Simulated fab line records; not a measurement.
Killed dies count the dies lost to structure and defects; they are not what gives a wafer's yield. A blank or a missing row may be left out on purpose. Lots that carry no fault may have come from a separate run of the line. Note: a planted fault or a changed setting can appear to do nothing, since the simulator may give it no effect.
One fault through the eyes of 2 desks -- flow gf180mcu -- each desk has only its own numbers; what lay behind them comes last

## FOR THE TOOL OWNER'S DESK: pvd_sputter-01
The tool's own readings at GF_M1_SPUTTER_02 (material AlCu, target thk 450 nm, time 23.9 s): means of the sampled wafers that have a number, for each lot that ran on this tool. A lot is out of limits, marked OUT, if its mean lies more than 4 standard deviations from the usual mean; the brackets give that distance.
Columns: A = throttle_valve_pct at GF_M1_SPUTTER_02, usual 30.3 %
lot,first seen here,A
L605,day 17 15:28,30.9
L606,day 18 12:03,30.9
L609,day 19 12:28,30.6
L610,day 20 03:53,30.9
L615,day 21 10:32,31.4
This desk found nothing out of limits on any of the 5 lots.

## AT THE METROLOGY DESK
Lot by lot, what the gauges showed, no matter which tool ran the lot: averages of those sampled wafers that carry a number. A lot is out of limits, marked OUT, if its mean lies more than 4 standard deviations from the usual mean; the brackets give that distance.
Columns: A = CONTACT_CVD_02_THK at GF_CONTACT_THK_MEAS_03, usual 866 nm; B = cd_nm at GF_CONTACT_CD_MEAS_14, usual 219.8 nm; C = M1_ALCU_RS at GF_M1_RS_MEAS_05, usual 0.0698 ohm/sq; D = M1_ALCU_THK at GF_M1_THK_MEAS_06, usual 447 nm
lot,first seen here,A,B,C,D
L601,day 14 20:56,871,217.7,0.0705,444
L603,day 15 12:28,871,220.7,0.0699,446
L605,day 16 14:55,858,221.0,0.0700,447
L604,day 16 19:17,878,220.3,0.0709,440
L606,day 17 10:52,859,219.5,0.0698,444
L609,day 18 10:50,863,218.9,0.0699,448
L610,day 19 01:43,866,221.4,0.0692,449
L615,day 20 08:37,864,219.4,0.0598 (-15) OUT,560 (+25) OUT
L619,day 21 16:54,873,220.7,0.0696,449
L623,day 22 23:02,877,220.9,0.0703,443
L624,day 23 06:51,841,220.2,0.0710,438
This desk's finding: out of limits on L615; first on L615, day 21 10:38 (M1_ALCU_RS at GF_M1_RS_MEAS_05). L601, L603, L605, L604, L606, L609, L610, L619, L623, L624: within limits.

## TAKEN TOGETHER
On L615, the metrology desk was in a position to raise an alarm at day 21 10:38.
The desk of the tool owner found nothing out of limits.
On record at the tool owner's desk: L615, within its limits.
Every lot named ran GF_M1_SPUTTER_02 on pvd_sputter-01.

## WHAT THE SIMULATOR PUT IN
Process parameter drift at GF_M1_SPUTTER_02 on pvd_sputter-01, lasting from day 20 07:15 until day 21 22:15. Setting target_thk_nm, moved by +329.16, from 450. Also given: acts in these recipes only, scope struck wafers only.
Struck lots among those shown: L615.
Per desk, hours elapsed from the start of the fault to the first reading out of limits: for the metrology desk, 27.
